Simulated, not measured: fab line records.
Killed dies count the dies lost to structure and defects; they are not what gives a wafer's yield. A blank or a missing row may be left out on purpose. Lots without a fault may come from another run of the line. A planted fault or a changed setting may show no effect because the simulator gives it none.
Split-lot experiment | flow sky130 | 23 wafers read across 5 lots, on a route 708 steps long

THE SPLIT
At SKY_VT_ADJUST_NCORE_DEVELOP_06 (develop time 60 s), the setting develop_time_s was moved away from the recipe's 60 s on 6 of the 23 wafers read, by +6.8% to +9.3%. All remaining wafers had this setting at the recipe value.

There is no step in the file separating the split from the reading.

THE READING
cd_nm (nm) at SKY_VT_ADJUST_NCORE_CD_MEAS_07, where the cd target is 380 nm. On this fab line, fault-free wafers typically give 380 nm with a standard deviation of 3.3 nm.

wafer  | tool, chamber at the split | develop_time_s as run, s | against the recipe | cd_nm, nm | against lot-mates on the recipe
L075.1 | litho_track-04, 0          | 65.57                    | +9.3%              | 388       | +12
L075.2 | litho_track-04, 0          | 65.57                    | +9.3%              | 387       | +11
L075.3 | litho_track-04, 0          | 60                       | recipe             | 377       | -
L075.5 | litho_track-04, 0          | 65.57                    | +9.3%              | 387       | +11
L075.6 | litho_track-04, 0          | 60                       | recipe             | 375       | -
L076.2 | litho_track-02, 0          | 60                       | recipe             | 384       | -
L076.3 | litho_track-02, 0          | 64.06                    | +6.8%              | 395       | +10
L076.4 | litho_track-02, 0          | 60                       | recipe             | 387       | -
L076.5 | litho_track-02, 0          | 64.06                    | +6.8%              | 395       | +10
L076.6 | litho_track-02, 0          | 64.06                    | +6.8%              | 395       | +10
L079.3 | litho_track-02, 0          | 60                       | recipe             | 383       | -
L079.5 | litho_track-02, 0          | 60                       | recipe             | 382       | -
L079.6 | litho_track-02, 0          | 60                       | recipe             | 382       | -
L082.1 | litho_track-02, 0          | 60                       | recipe             | 377       | -
L082.2 | litho_track-02, 0          | 60                       | recipe             | 378       | -
L082.3 | litho_track-02, 0          | 60                       | recipe             | 379       | -
L082.4 | litho_track-02, 0          | 60                       | recipe             | 379       | -
L082.5 | litho_track-02, 0          | 60                       | recipe             | 377       | -
L084.1 | litho_track-02, 0          | 60                       | recipe             | 378       | -
L084.2 | litho_track-02, 0          | 60                       | recipe             | 377       | -
L084.4 | litho_track-02, 0          | 60                       | recipe             | 377       | -
L084.5 | litho_track-02, 0          | 60                       | recipe             | 379       | -
L084.6 | litho_track-02, 0          | 60                       | recipe             | 378       | -

THE FIT
A straight line over all 23 wafers: cd_nm changes by +1.33 nm for each +1% of develop_time_s; r = +0.77; the points scatter about the line by 4.1 nm.
The same after taking each lot's own level away (the mean of its wafers on the recipe; 23 wafers): +1.28 nm for each +1%; r = +0.98; scatter 0.92 nm.
On that fit, the largest move of develop_time_s shifts the reading by 12 nm.
From 376.0 to 385.5 nm: that is the span of the lots' own levels, equal to 2.9 times the standard deviation above.
So the lot-to-lot level blurs the effect unless lot-mates are compared.
Check: for one of the wafers moved furthest among these (+9.3%), held out of the fit, the line's prediction against its lot-mates is +11.9 nm. Against them it came out at +12 nm.

THESE WAFERS: OTHER SPLITS
Other splits were also applied to these wafers ahead of the reading. Each is held against what the fit with the lots' levels taken away leaves over:
other split on the same wafers           | wafers away from the commonest value | r with cd_nm (lot level and that fit taken away)
SKY_VT_ADJUST_HVTP_SOFTBAKE_03 temp_c    | 10                                   | -0.25
SKY_VT_ADJUST_HVTP_IMPLANT_09 dose_cm2   | 7                                    | -0.01
SKY_VT_ADJUST_LVTN_IMPLANT_08 dose_cm2   | 8                                    | +0.05
SKY_VT_ADJUST_LVTN_IMPLANT_19 energy_kev | 7                                    | -0.40

THE FILE'S OWN FIT
cd_nm changes by +1.28 nm for each +1% of develop_time_s, r = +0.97.
